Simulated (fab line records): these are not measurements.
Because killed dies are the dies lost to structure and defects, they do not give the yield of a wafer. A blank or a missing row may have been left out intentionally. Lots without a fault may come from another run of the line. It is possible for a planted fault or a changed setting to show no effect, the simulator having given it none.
Split-lot trial	flow sfq-line	5 lots, 23 wafers read, on a route of 325 steps

== ON THE SPLIT ==
At SFQ_TRILAYER_JJ_TRILAYER_DEP_SPUTTER_110 (material Al, target thk 8 nm, time 10 s), the setting time-s was moved away from the recipe's 10 s on 7 of the 23 wafers read, by -11.2% to +7.0%. For the rest of the wafers, this setting stayed at what the recipe calls for.

Reading taken at the split's own step.

== THE READING ==
Al_of_TRILAYER_JJ_TRILAYER_DEP_SPUTTER_110.thk-nm (the simulator's own value, which no gauge read), in nm, at SFQ_TRILAYER_JJ_TRILAYER_DEP_SPUTTER_110 (material Al, target thk 8 nm, time 10 s). No usual value for it is given in the file. Average 7.999 nm, standard deviation 0.11 nm, over the 16 wafers here run with the recipe.

wafer	tool, chamber at the split	time-s as run, s	against the recipe	Al_of_TRILAYER_JJ_TRILAYER_DEP_SPUTTER_110.thk-nm, nm	against lot-mates on the recipe
L076.1	pvd-sputter-04, -	9.228	-7.7%	7.312	-0.548
L076.2	pvd-sputter-04, -	10	recipe	7.775	-
L076.3	pvd-sputter-04, -	9.228	-7.7%	7.196	-0.664
L076.4	pvd-sputter-04, -	10	recipe	7.944	-
L076.6	pvd-sputter-04, -	10	recipe	7.862	-
L078.1	pvd-sputter-03, -	8.878	-11.2%	7.166	-0.825
L078.2	pvd-sputter-03, -	10	recipe	7.812	-
L078.4	pvd-sputter-03, -	8.878	-11.2%	7.001	-0.990
L078.5	pvd-sputter-03, -	8.878	-11.2%	6.908	-1.083
L078.6	pvd-sputter-03, -	10	recipe	8.17	-
L079.2	pvd-sputter-05, -	10	recipe	8	-
L079.3	pvd-sputter-05, -	10	recipe	7.955	-
L079.4	pvd-sputter-05, -	10	recipe	7.957	-
L079.5	pvd-sputter-05, -	10.7	+7.0%	8.479	+0.508
L079.6	pvd-sputter-05, -	10.7	+7.0%	8.581	+0.610
L080.3	pvd-sputter-04, -	10	recipe	8.073	-
L080.5	pvd-sputter-04, -	10	recipe	8.068	-
L080.6	pvd-sputter-04, -	10	recipe	8.006	-
L084.1	pvd-sputter-03, -	10	recipe	8.035	-
L084.2	pvd-sputter-03, -	10	recipe	8.154	-
L084.3	pvd-sputter-03, -	10	recipe	8.069	-
L084.5	pvd-sputter-03, -	10	recipe	8.074	-
L084.6	pvd-sputter-03, -	10	recipe	8.028	-

THE FIT
A straight line over all 23 wafers: Al_of_TRILAYER_JJ_TRILAYER_DEP_SPUTTER_110.thk-nm changes by +0.0861 nm for each +1% of time-s; r = +0.97; the points scatter about the line by 0.11 nm.
The same after taking each lot's own level away (the mean of its wafers on the recipe; 23 wafers): +0.0834 nm for each +1%; r = +0.98; scatter 0.083 nm.
That fit puts the effect of the largest move of time-s on the reading at 0.94 nm.
The lots' own levels span 7.8603 to 8.0720 nm, that is 2.0 times the standard deviation above.
So the lot-to-lot level changes the slope little: the two slopes agree.
Check: with one of the wafers moved furthest among these (-11.2%) left out of the fit, the line predicts -0.97 nm for it against its lot-mates. It came out at -0.825 nm against them.

== ADDITIONAL SPLITS CARRIED BY THESE WAFERS ==
These wafers also went through other splits before the reading. Each is held against what the fit with the lots' levels taken away leaves over:
other split on the same wafers	wafers away from the commonest value	r with Al_of_TRILAYER_JJ_TRILAYER_DEP_SPUTTER_110.thk-nm (lot level and that fit taken away)
SFQ_TRILAYER_I1_VIA_ETCH_VIA_ETCH_052 source-w	8	+0.12
SFQ_TRILAYER_I2_VIA_LITHO_EXPOSE_068 dose-mj	7	-0.08
SFQ_TRILAYER_I2_VIA_BARC_OPEN_VIA_ETCH_096 pressure-mtorr	15	-0.03
SFQ_TRILAYER_M3_DEP_SPUTTER_073 power-w	12	-0.06
SFQ_TRILAYER_M3_BARC_OPEN_METAL_ETCH_100 pressure-mtorr	18	-0.10
SFQ_TRILAYER_I3_VIA_LITHO_COAT_085 resist-thk-nm	10	+0.34
SFQ_TRILAYER_M4_DEP_SPUTTER_091 time-s	11	+0.19
SFQ_TRILAYER_M4_LITHO_PEB_096 peb-temp-c	8	+0.09
SFQ_TRILAYER_I4_VIA_LITHO_COAT_103 resist-thk-nm	8	+0.02

== FILE'S OWN FIT ==
Al_of_TRILAYER_JJ_TRILAYER_DEP_SPUTTER_110.thk-nm changes by +0.0829 nm for each +1% of time-s, r = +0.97.
